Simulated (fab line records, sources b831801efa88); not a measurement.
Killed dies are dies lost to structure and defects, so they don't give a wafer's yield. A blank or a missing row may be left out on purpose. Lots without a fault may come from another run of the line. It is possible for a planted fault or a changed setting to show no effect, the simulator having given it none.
A single fault, viewed from 2 desks + flow gf180mcu + every desk sees just its own numbers, and what lay behind them comes last
Where a reading is given only as a bound, like >300, the bound stands for it, and a mean or a difference that rests on one is marked > or <: the true number lies beyond.

== DESK OF THE TOOL OWNER: cvd_w-02 ==
The tool's own readings at GF_V3_CVD_23 (deposits W, target thk 350 nm, time 104.9 s): means of the sampled wafers that have a number, for each lot that ran on this tool. If a lot's mean is further than 4 standard deviations from the usual mean, the lot is out of limits and carries the mark OUT (the distance appears in the brackets).
Columns: A = chamber_pressure_Torr at GF_V3_CVD_23, usual 40.01 Torr; B = heater_power_outer_w at GF_V3_CVD_23, usual 465 W; C = heater_power_w at GF_V3_CVD_23, usual 768 W
| lot  | first seen here | A     | B   | C   |
|------|-----------------|-------|-----|-----|
| L121 | day 28 12:50    | 40.07 | 465 | 726 |
| L124 | day 28 17:41    | 39.98 | 495 | 787 |
| L125 | day 28 22:55    | 39.94 | 485 | 785 |
| L126 | day 29 05:04    | 40.00 | 515 | 825 |
This desk's verdict: no lot among the 4 shows anything out of limits.

== THE METROLOGY DESK ==
Means of the sampled wafers that have a number, per lot and without regard to the tool the lot ran on: this is what the gauges read. If a lot's mean is further than 4 standard deviations from the usual mean, the lot is out of limits and carries the mark OUT (the distance appears in the brackets).
Columns: A = M3_ALCU_RS at GF_M3_RS_MEAS_05, usual 0.0698 ohm/sq; B = V3_W_RS at GF_V3_RS_MEAS_24, usual 0.326 ohm/sq; C = V3_W_THK at GF_V3_THK_MEAS_25, usual 335 nm
| lot  | first seen here | A      | B                        | C             |
|------|-----------------|--------|--------------------------|---------------|
| L107 | day 20 14:07    | 0.0698 | 0.326                    | 336           |
| L109 | day 21 07:31    | 0.0695 | 0.336                    | 322           |
| L115 | day 23 16:02    | 0.0687 | 43.965 (+99 or more) OUT | -             |
| L116 | day 24 02:19    | 0.0702 | 42.784 (+99 or more) OUT | <0 (<-57) OUT |
| L117 | day 24 09:55    | 0.0699 | 43.813 (+99 or more) OUT | <0 (<-57) OUT |
| L120 | day 25 08:04    | 0.0717 | 0.322                    | 343           |
| L121 | day 25 23:46    | 0.0704 | 0.326                    | 335           |
| L122 | day 26 04:17    | 0.0690 | 0.322                    | 339           |
| L123 | day 26 09:20    | 0.0696 | 0.316                    | 342           |
| L124 | day 26 11:40    | 0.0702 | 0.324                    | 337           |
| L125 | day 26 21:41    | 0.0689 | 0.326                    | 331           |
| L126 | day 27 11:44    | 0.0701 | 0.327                    | 337           |
| L127 | day 27 13:50    | 0.0693 | 0.330                    | 333           |
| L128 | day 28 13:58    | 0.0687 | 0.325                    | 337           |
| L129 | day 28 16:39    | 0.0695 | 0.324                    | 333           |
This desk finds L115, L116, L117 out of limits, with the earliest case on L115 at day 25 13:42 (V3_W_RS at GF_V3_RS_MEAS_24). In limits: L107, L109, L120, L121, L122, L123, L124, L125, L126, L127, L128, L129.

== BROUGHT TOGETHER ==
Metrology desk: alarm possible at day 25 13:42 on L115, L116, L117.
The desk of the tool owner found nothing out of limits.
The tool owner's desk has no number on record for L115, L116, L117.
Of the lots named, all ran GF_V3_CVD_23 on cvd_w-02.

== WHAT WAS PUT IN BY THE SIMULATOR ==
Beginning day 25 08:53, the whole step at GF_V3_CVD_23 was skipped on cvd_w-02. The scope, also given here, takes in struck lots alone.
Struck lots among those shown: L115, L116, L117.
Per desk, hours elapsed from the start of the fault to the first reading out of limits: for the metrology desk, 5.
